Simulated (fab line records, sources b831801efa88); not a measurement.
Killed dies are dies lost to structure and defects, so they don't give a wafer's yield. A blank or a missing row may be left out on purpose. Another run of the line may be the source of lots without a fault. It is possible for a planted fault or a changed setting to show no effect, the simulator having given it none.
Which tool was responsible? | flow sfq-line | 14 lots with 42 wafers sampled at 2 steps, on a route of 325 steps

## WHAT THE GAUGES READ, wafer by wafer
SFQ_I1_BOW_MEAS_912. Usual: I1_BOW gives 2 um (standard deviation 8.1).
lot  | measured     | on            | I1_BOW (um)  | flag
L852 | day 23 18:11 | film-metro-04 | 8 6 21       |
L853 | day 24 00:10 | film-metro-01 | -2 -2 -4     |
L855 | day 24 20:12 | film-metro-04 | 2 5 -1       |
L858 | day 26 14:12 | film-metro-04 | 3 0 10       |
L860 | day 27 20:13 | film-metro-01 | 0 1 7 - - -  |
L862 | day 28 04:26 | film-metro-03 | 12 7 2 - - - |
L864 | day 28 13:55 | film-metro-03 | 3 11 20      |
L865 | day 28 21:25 | film-metro-01 | 20 6 12      |
L868 | day 29 17:52 | film-metro-04 | 10 10 -5     |
L870 | day 30 11:48 | film-metro-01 | 0 8 -13      |
L872 | day 30 22:25 | film-metro-03 | -9 -7 0      |
L873 | day 31 13:05 | film-metro-01 | 2 -8 -4      |
L874 | day 32 00:10 | film-metro-03 | 9 -6 -18     |
L875 | day 32 18:26 | film-metro-04 | 1 -5 -2      |

## WHICH TOOL RAN EACH LOT (tool, then ch and the chambers of the sampled wafers, then the start)
lot  | SFQ_TRILAYER_I1_CMP_CMP_046
L852 | cmp-02 ch 0,1, day 23 15:07
L853 | cmp-02 ch 0,1, day 23 21:37
L855 | cmp-01 ch 0,2,3, day 24 17:12
L858 | cmp-01 ch 1,3, day 26 11:42
L860 | cmp-01 ch 0,1,3, day 27 17:12
L862 | cmp-01 ch 0,2,3, day 28 02:26
L864 | cmp-02 ch 0,1,2, day 28 10:53
L865 | cmp-02 ch 0,3, day 28 18:24
L868 | cmp-02 ch 1,2,3, day 29 16:18
L870 | cmp-02 ch 1,2,3, day 30 09:18
L872 | cmp-02 ch 0,2,3, day 30 19:53
L873 | cmp-01 ch 0,2, day 31 10:02
L874 | cmp-01 ch 0,1,2, day 31 22:08
L875 | cmp-01 ch 0,2,3, day 32 15:25
- SFQ_TRILAYER_I1_CMP_CMP_046: polishes SiO2.

## WHAT THE TOOLS THEMSELVES READ (means of the sampled wafers that have a number; where no wafer has one, the mark that the record gives instead)
SFQ_TRILAYER_I1_CMP_CMP_046. Usual: edge-zone-pressure-frac 1.000, standard deviation 0.0051; motor-current-A 10.1 A, standard deviation 1.1; retaining-ring-pressure-frac 1.000, standard deviation 0.0046; time-to-endpoint-s 214 s, standard deviation 7.3.
lot  | tool   | edge-zone-pressure-frac | motor-current-A (A) | retaining-ring-pressure-frac | time-to-endpoint-s (s) | flag
L852 | cmp-02 | 0.999                   | 10.5                | 1.001                        | 213                    |
L853 | cmp-02 | 1.004                   | 10.8                | 1.003                        | 207                    |
L855 | cmp-01 | 0.999                   | 10.7                | 0.994                        | 221                    |
L858 | cmp-01 | 1.003                   | 10.4                | 0.999                        | 214                    |
L860 | cmp-01 | 0.994                   | 9.7                 | 0.996                        | 212                    |
L862 | cmp-01 | 0.999                   | 10.7                | 1.003                        | 219                    |
L864 | cmp-02 | 1.002                   | 10.8                | 0.996                        | 213                    |
L865 | cmp-02 | 0.997                   | 8.6                 | 1.002                        | 206                    |
L868 | cmp-02 | 0.999                   | 9.6                 | 1.000                        | 205                    |
L870 | cmp-02 | 0.994                   | 9.8                 | 0.999                        | 217                    |
L872 | cmp-02 | 0.999                   | 9.8                 | 1.001                        | 213                    |
L873 | cmp-01 | 0.996                   | 10.6                | 0.998                        | 224                    |
L874 | cmp-01 | 1.002                   | 10.0                | 0.999                        | 213                    |
L875 | cmp-01 | 1.005                   | 10.5                | 1.002                        | 216                    |

## THE ANSWER, worked out from the rows above alone
Rule: a lot counts as off when the mean over its wafers that have a number is more than 3 standard deviations away from the usual mean. Also off: a lot with no number at a reading for which 4 or more lots have one. All remaining lots with rows at the step are treated as sound. First the gauges in route order, then the tools' own readings, where a lot's mean is used as printed above. The first step at which some lot is off is used, and at that step the reading that is off furthest; a lot without a number counts as furthest.
None of the lots is off at any reading shown; this tells nothing.

## WHAT THE SIMULATOR HAD PUT IN
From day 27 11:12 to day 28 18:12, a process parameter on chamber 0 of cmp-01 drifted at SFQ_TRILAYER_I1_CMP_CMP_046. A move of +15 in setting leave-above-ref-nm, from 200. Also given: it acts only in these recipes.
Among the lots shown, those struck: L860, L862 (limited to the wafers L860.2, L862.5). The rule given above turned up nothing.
